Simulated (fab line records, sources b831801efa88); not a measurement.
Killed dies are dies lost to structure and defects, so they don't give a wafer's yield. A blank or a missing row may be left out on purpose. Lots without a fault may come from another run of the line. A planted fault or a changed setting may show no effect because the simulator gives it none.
fab line records | flow gf180mcu
record lots=14 wafers=42 last_day=34
route steps=602 shown M4@471 V4@490 MIM@508
lots that met no fault: from a run of the same line without faults
start_h: hours from the record's first day to the start of the lot's first wafer shown | wait_h: hours since the lot's step before | " the same as in the row above | L1.1+2: a row that stands for several wafers | - no value, or no start given | * or withheld: withheld | < > ~ a bound
route shown NAME@n: a module of which the file shows steps, and the number in the route of the first | usual: mean/standard deviation of fault-free wafers | same: alike in all rows | chamber/n: place in a boat | sites: the reading at each site | _std_site: their standard deviation | _edge_site: outer sites' mean less inner sites' | radius_mm: how far each site lies from the wafer's centre | mask NAME#n: copy n | behind: the tool/chamber that last shaped the wafer | hold: why the lot was held/for how many hours/how that ended | device: the transistor (n, p or np) that didn't switch | end of line: the same wafers' tests at the end of the route | a step without rows: its recipe alone | killed: dies lost to structure and defects at the first sort, not the wafer's yield | map: a wafer's dies, x killed, . not, _ none there
set.NAME: the setting as run; set.NAME@STEP: as run at that earlier step | model.NAME: the simulator's own value behind a step, which no gauge read
steps of the route over a sample of lots; a table a step, a row a wafer
services: from which hour (start_h, from the record's first day; less than 0 if before it) a tool's chamber was out of use, for how many hours, and why
## steps
# step GF_M4_OVL_MEAS_15
# usual M4_OVL=2/4.7
# columns lot.wafer tool chamber start_h wait_h M4_OVL[nm]
L895.1 overlay-02 - 543.04 0.1 -2
L895.3 " - " " 2
L895.5 " - " " -4
L897.1 overlay-01 - 558.63 0.1 3
L897.5 " - " " -5
L897.6 " - " " -1
L898.1 overlay-02 - 562.03 0.1 -3
L898.3 " - " " 5
L898.4 " - " " 3
L899.1 overlay-01 - 573.88 0.1 -4
L899.2 " - " " -5
L899.5 " - " " -3
L900.1 overlay-01 - 582.68 0.1 9
L900.3 " - " " 4
L900.4 " - " " 2
L901.3 overlay-01 - 596.65 0.1 3
L901.5 " - " " -1
L901.6 " - " " 3
L903.1 overlay-01 - 611.23 0.1 -1
L903.2 " - " " 6
L903.4 " - " " 6
L904.3 overlay-01 - 616.59 0.1 -7
L904.4 " - " " 2
L904.6 " - " " 0
L905.2 overlay-01 - 621.49 0.1 -8
L905.4 " - " " -2
L905.5 " - " " -1
L906.2 overlay-01 - 627.44 0.1 3
L906.3 " - " " 0
L906.6 " - " " 5
L907.2 overlay-01 - 641.63 0.1 1
L907.4 " - " " 6
L907.6 " - " " 6
L908.1 overlay-01 - 646.53 0.1 5
L908.2 " - " " 2
L908.4 " - " " -2
L909.1 overlay-01 - 651.19 0.1 11
L909.2 " - " " -9
L909.4 " - " " -3
L918.1 overlay-02 - 716.28 0.1 0
L918.5 " - " " -2
L918.6 " - " " 4
# step GF_V4_CD_MEAS_14
# recipe target_cd_nm=260
# usual cd_nm=260.3/1.2
# columns lot.wafer tool chamber start_h wait_h cd_nm
L895.1 cd_sem-01 - 566.42 0.1 258.0
L895.3 " - " " 259.5
L895.5 " - " " 259.0
L897.1 cd_sem-01 - 581.80 0.1 260.6
L897.5 " - " " 260.1
L897.6 " - " " 260.9
L898.1 cd_sem-01 - 585.72 0.1 261.0
L898.3 " - " " 259.7
L898.4 " - " " 260.4
L899.1 cd_sem-02 - 597.17 0.1 259.4
L899.2 " - " " 259.5
L899.5 " - " " 259.1
L900.1 cd_sem-01 - 604.92 0.1 259.4
L900.3 " - " " 260.1
L900.4 " - " " 260.4
L901.3 cd_sem-02 - 617.66 0.1 262.2
L901.5 " - " " 261.1
L901.6 " - " " 259.7
L903.1 cd_sem-02 - 633.72 0.1 260.0
L903.2 " - " " 259.8
L903.4 " - " " 260.0
L904.3 cd_sem-01 - 638.56 0.1 259.1
L904.4 " - " " 259.5
L904.6 " - " " 258.4
L905.2 cd_sem-01 - 643.97 0.1 261.8
L905.4 " - " " 261.7
L905.5 " - " " 260.1
L906.2 cd_sem-02 - 649.27 0.1 259.0
L906.3 " - " " 259.9
L906.6 " - " " 259.9
L907.2 cd_sem-01 - 663.14 0.1 261.4
L907.4 " - " " 260.8
L907.6 " - " " 260.2
L908.1 cd_sem-01 - 667.37 0.1 260.1
L908.2 " - " " 260.0
L908.4 " - " " 259.5
L909.1 cd_sem-01 - 672.40 0.1 261.7
L909.2 " - " " 263.8
L909.4 " - " " 263.0
L918.1 cd_sem-02 - 734.75 0.1 258.0
L918.5 " - " " 259.8
L918.6 " - " " 258.3
# step GF_V4_CMP_26
# recipe stop_on=SiO2 down_force_psi=3.5 platen_rpm=60 t_overpolish_s=15 target_thk_nm=0 pad_velocity_m_s=0.94248
# usual motor_current_A=12.2/1.7 overpolish_run_s=15.001/0.0089 time_to_endpoint_s=86/3.8
# columns lot.wafer tool chamber start_h wait_h motor_current_A overpolish_run_s time_to_endpoint_s
L895.1 cmp-02 0 567.74 0.1 14.0 15.001 89
L895.3 " 2 " " 10.7 15.000 85
L895.5 " 3 " " 13.4 14.994 85
L897.1 cmp-01 1 583.13 0.1 9.2 14.995 85
L897.6 " 3 " " 9.7 15.004 87
L897.5 " 0 " " 10.4 15.014 85
L898.3 cmp-02 0 587.13 0.1 14.5 14.989 91
L898.4 " 1 " " 12.0 14.983 92
L898.1 " 2 " " 10.3 15.007 84
L899.1 cmp-02 1 598.52 0.1 11.9 15.011 87
L899.2 " 2 " " 11.8 15.002 80
L899.5 " 0 " " 13.8 15.001 87
L900.3 cmp-02 2 606.47 0.3 10.3 14.998 85
L900.4 " 3 " " 13.2 15.004 81
L900.1 " 0 " " 14.0 15.013 90
L901.3 cmp-01 1 618.94 0.1 9.9 15.005 92
L901.5 " 3 " " 9.9 14.986 94
L901.6 " 0 " " 10.8 14.998 91
L903.1 cmp-02 3 635.01 0.1 13.8 15.004 85
L903.2 " 0 " " 14.0 14.991 86
L903.4 " 1 " " 11.7 15.006 90
L904.4 cmp-02 3 639.76 0.0 12.8 15.001 78
L904.3 " 0 " " 14.2 15.000 87
L904.6 " 3 " " 13.0 15.019 81
L905.2 cmp-02 2 645.21 0.1 11.1 14.997 80
L905.4 " 3 " " 14.6 15.001 81
L905.5 " 1 " " 12.0 14.998 91
L906.2 cmp-02 0 650.46 0.0 13.8 14.995 87
L906.3 " 3 " " 13.7 14.996 80
L906.6 " 1 " " 11.2 15.006 89
L907.4 cmp-02 3 664.34 0.0 13.6 15.011 85
L907.2 " 0 " " 14.0 15.008 89
L907.6 " 3 " " 14.4 15.011 85
L908.4 cmp-02 3 668.59 0.0 13.5 14.997 83
L908.2 " 0 " " 13.5 15.009 88
L908.1 " 2 " " 11.3 14.997 82
L909.2 cmp-02 3 673.62 0.0 13.6 14.999 84
L909.4 " 1 " " 11.3 14.997 89
L909.1 " 2 " " 11.0 15.001 83
L918.1 cmp-02 0 735.96 0.1 14.2 14.989 84
L918.5 " 0 " " 14.6 14.981 86
L918.6 " 1 " " 12.1 14.992 87
# step GF_MIM_CVD_05
# recipe material=Si3N4 target_thk_nm=42 temp_max_c=400 temp_c=385 time_s=29.086 rf_w=450
# usual heater_power_outer_w=392/69 heater_power_w=665/88 rf_fwd_power_W=443.7/2.5
# columns lot.wafer tool chamber start_h wait_h heater_power_outer_w heater_power_w rf_fwd_power_W
L895.1 pecvd-01 2 568.21 0.0 355 666 446.8
L895.3 " 1 " " 417 684 444.3
L895.5 " 1 " " 420 696 444.6
L897.1 pecvd-03 1 583.55 0.0 480 769 441.8
L897.5 " 0 " " 391 682 445.4
L897.6 " 1 " " 462 748 441.4
L898.1 pecvd-03 2 587.61 0.0 424 660 442.5
L898.3 " 0 " " 421 697 449.2
L898.4 " 1 " " 528 822 439.9
L899.1 pecvd-04 1 598.94 0.0 453 734 442.5
L899.2 " 0 " " 325 599 441.4
L899.5 " 2 " " 342 594 445.8
L900.1 pecvd-04 2 606.94 0.0 325 588 445.8
L900.3 " 0 " " 305 576 443.5
L900.4 " 0 " " 310 556 439.2
L901.3 pecvd-04 0 619.36 0.0 297 548 441.2
L901.5 " 1 " " 418 705 442.5
L901.6 " 0 " " 304 548 442.4
L903.1 pecvd-04 2 635.48 0.0 339 608 445.6
L903.2 " 0 " " 291 550 444.4
L903.4 " 2 " " 338 615 443.5
L904.3 pecvd-03 0 640.28 0.0 383 677 444.5
L904.4 " 0 " " 375 664 445.7
L904.6 " 1 " " 519 818 440.3
L905.2 pecvd-03 1 645.68 0.0 453 742 440.8
L905.4 " 0 " " 383 683 446.5
L905.5 " 2 " " 380 587 442.1
L906.2 pecvd-04 2 650.98 0.0 308 566 446.0
L906.3 " 0 " " 275 532 442.5
L906.6 " 0 " " 277 532 443.5
L907.2 pecvd-01 1 664.87 0.0 419 720 445.3
L907.4 " 0 " " 431 740 443.0
L907.6 " 1 " " 445 693 443.8
L908.1 pecvd-01 2 669.11 0.0 - - -
L908.2 " 0 " " - - -
L908.4 " 0 " " - - -
L909.1 pecvd-03 1 674.16 0.0 - - -
L909.2 " 2 " " - - -
L909.4 " 2 " " - - -
L918.1 pecvd-04 0 736.48 0.0 291 560 440.1
L918.5 " 0 " " 302 560 439.4
L918.6 " 1 " " 461 769 440.7
# step GF_MIM_METAL_ETCH_19
# recipe chemistry=Cl2/BCl3 mask_material=NOVOLAK stop_on=Si3N4 target_depth_nm=324.5 pressure_mtorr=8 icp_w=800 bias_w=140 Cl2_flow_sccm=80 bcl3_flow_sccm=40 time_s=54.1
# usual bcl3_flow_sccm=40.00/0.11 drypump_motor_current_A=5.7/0.36 oes_product_au=0.941/0.0064 rf_fwd_power_W=792.9/2.5 throttle_valve_pct=28.283/0.01
# columns lot.wafer tool chamber start_h wait_h bcl3_flow_sccm drypump_motor_current_A oes_product_au rf_fwd_power_W rf_hours_counter_h throttle_valve_pct
L895.1 rie_metal-02 0 590.05 0.1 39.99 5.4 0.952 793.2 7 28.301
L895.3 " 0 " " 39.98 5.3 0.934 794.2 - 28.265
L895.5 " 1 " " 40.10 5.0 0.942 793.8 - 28.269
L897.1 rie_metal-03 1 604.57 0.1 40.10 5.7 0.939 795.1 9 28.299
L897.5 " 0 " " 39.86 6.0 0.936 796.4 - 28.290
L897.6 " 1 " " 40.17 5.7 0.941 792.2 - 28.285
L898.1 rie_metal-03 1 608.21 0.1 40.07 5.8 0.944 786.4 9 28.279
L898.3 " 0 " " 39.92 6.0 0.946 793.4 - 28.280
L898.4 " 1 " " 40.17 5.7 0.941 787.0 - 28.283
L899.1 rie_metal-04 1 618.97 0.1 40.00 5.4 0.933 791.9 10 28.278
L899.2 " 0 " " 39.90 6.0 0.935 791.7 9 28.291
L899.5 " 0 " " 40.08 6.0 0.934 791.0 - 28.290
L900.1 rie_metal-03 0 627.61 0.1 40.12 6.0 0.957 792.7 12 28.279
L900.3 " 1 " " 40.01 5.7 0.953 794.4 - 28.265
L900.4 " 0 " " 40.15 6.0 0.944 793.9 - 28.277
L901.3 rie_metal-03 0 640.39 0.1 39.94 6.0 0.940 791.8 - 28.285
L901.5 " 1 " " 40.19 5.7 0.945 794.4 - 28.261
L901.6 " 0 " " 39.95 6.0 0.952 795.5 - 28.277
L903.1 rie_metal-04 0 655.06 0.1 39.97 6.0 0.943 793.6 10 28.287
L903.2 " 1 " " 39.77 5.4 0.937 791.3 11 28.281
L903.4 " 0 " " 39.85 6.0 0.939 790.9 - 28.266
L904.3 rie_metal-02 0 659.82 0.1 39.82 5.3 0.942 796.2 - 28.286
L904.4 " 1 " " 39.95 5.0 0.939 793.6 - 28.293
L904.6 " 1 " " 40.02 5.0 0.931 794.9 - 28.292
L905.2 rie_metal-04 1 665.50 0.1 39.88 5.3 0.946 790.2 12 28.286
L905.4 " 0 " " 40.11 6.0 0.948 789.5 - 28.272
L905.5 " 0 " " 40.05 6.0 0.936 793.7 - 28.284
L906.2 rie_metal-03 1 670.31 0.1 40.05 5.7 0.943 788.2 11 28.280
L906.3 " 1 " " 39.85 5.7 0.947 789.4 - 28.295
L906.6 " 1 " " 40.11 5.7 0.942 787.1 - 28.280
L907.2 rie_metal-02 0 684.66 0.1 39.79 5.3 0.944 797.1 10 28.282
L907.4 " 0 " " 39.85 5.3 0.941 798.0 - 28.275
L907.6 " 1 " " 39.87 5.1 0.945 795.7 - 28.294
L908.1 rie_metal-04 0 688.57 0.1 40.02 6.0 1.003 790.2 11 28.218
L908.2 " 0 " " 39.83 6.0 1.003 794.9 - 28.220
L908.4 " 0 " " 40.08 6.0 0.997 790.7 - 28.205
L909.1 rie_metal-04 0 693.57 0.1 40.03 6.0 0.993 791.9 11 28.231
L909.2 " 0 " " 39.85 6.0 0.989 789.9 - 28.223
L909.4 " 0 " " 39.90 6.0 0.997 792.5 - 28.220
L918.1 rie_metal-03 0 753.05 0.1 39.90 6.0 0.944 797.2 2 28.294
L918.5 " 0 " " 40.07 6.0 0.928 796.4 - 28.293
L918.6 " 0 " " 39.89 6.0 0.948 795.9 - 28.262
## services
# columns tool chamber start_h hours kind
cmp-01 - 552.53 15.7 pm
rie_metal-03 - 560.04 4.3 pm
pecvd-03 1 565.89 6.7 repair
cmp-02 - 568.49 6.4 pm
pecvd-04 - 570.04 0.3 repair
cmp-01 - 572.26 4.0 pm
cmp-02 - 576.43 7.8 pm
cmp-02 - 589.71 3.4 repair
pecvd-01 - 591.12 14.0 pm
cmp-01 - 596.90 0.8 repair
rie_metal-03 - 597.38 0.6 repair
rie_metal-04 0 623.44 6.7 repair
pecvd-01 - 626.20 1.2 repair
pecvd-04 - 640.10 0.8 repair
pecvd-01 - 641.87 2.6 repair
pecvd-03 - 655.21 1.5 repair
cmp-02 - 665.50 3.0 repair
cmp-02 - 678.75 0.5 repair
pecvd-03 0 683.29 6.1 repair
rie_metal-04 1 686.45 9.8 repair
pecvd-01 0 686.89 5.3 repair
pecvd-01 0 712.52 2.5 repair
cmp-02 - 744.06 4.0 pm
rie_metal-03 - 752.44 0.5 repair
## key
first_sign step=GF_MIM_CVD_05 reading=tool_record direction=missing
effect step=GF_MIM_METAL_ETCH_19 reading=oes_product_au direction=up sigmas=8.7 usual=0.941 struck=0.997
met_at GF_MIM_CVD_05
struck_lots L908,L909
later_rows_left_out L908.1,L908.2,L908.4,L909.1,L909.2,L909.4
sort_left_out L908.1,L908.2,L908.4,L909.1,L909.2,L909.4
not_acting_at GF_M4_OVL_MEAS_15,GF_V4_CD_MEAS_14,GF_V4_CMP_26
onset_between 664.87 669.11
fault kind=skipped_step_whole tool=pecvd-01,pecvd-03 chamber=- onset_h=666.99 steps=GF_MIM_CVD_05 scope=struck_lots_only
# sort_left_out: the simulated sort isn't trusted on such a fault, so these wafers' sort isn't shown, and their yield isn't known
# later_rows_left_out: the simulator's readings of these wafers behind a module that went badly wrong aren't trusted and aren't shown, but for the sort
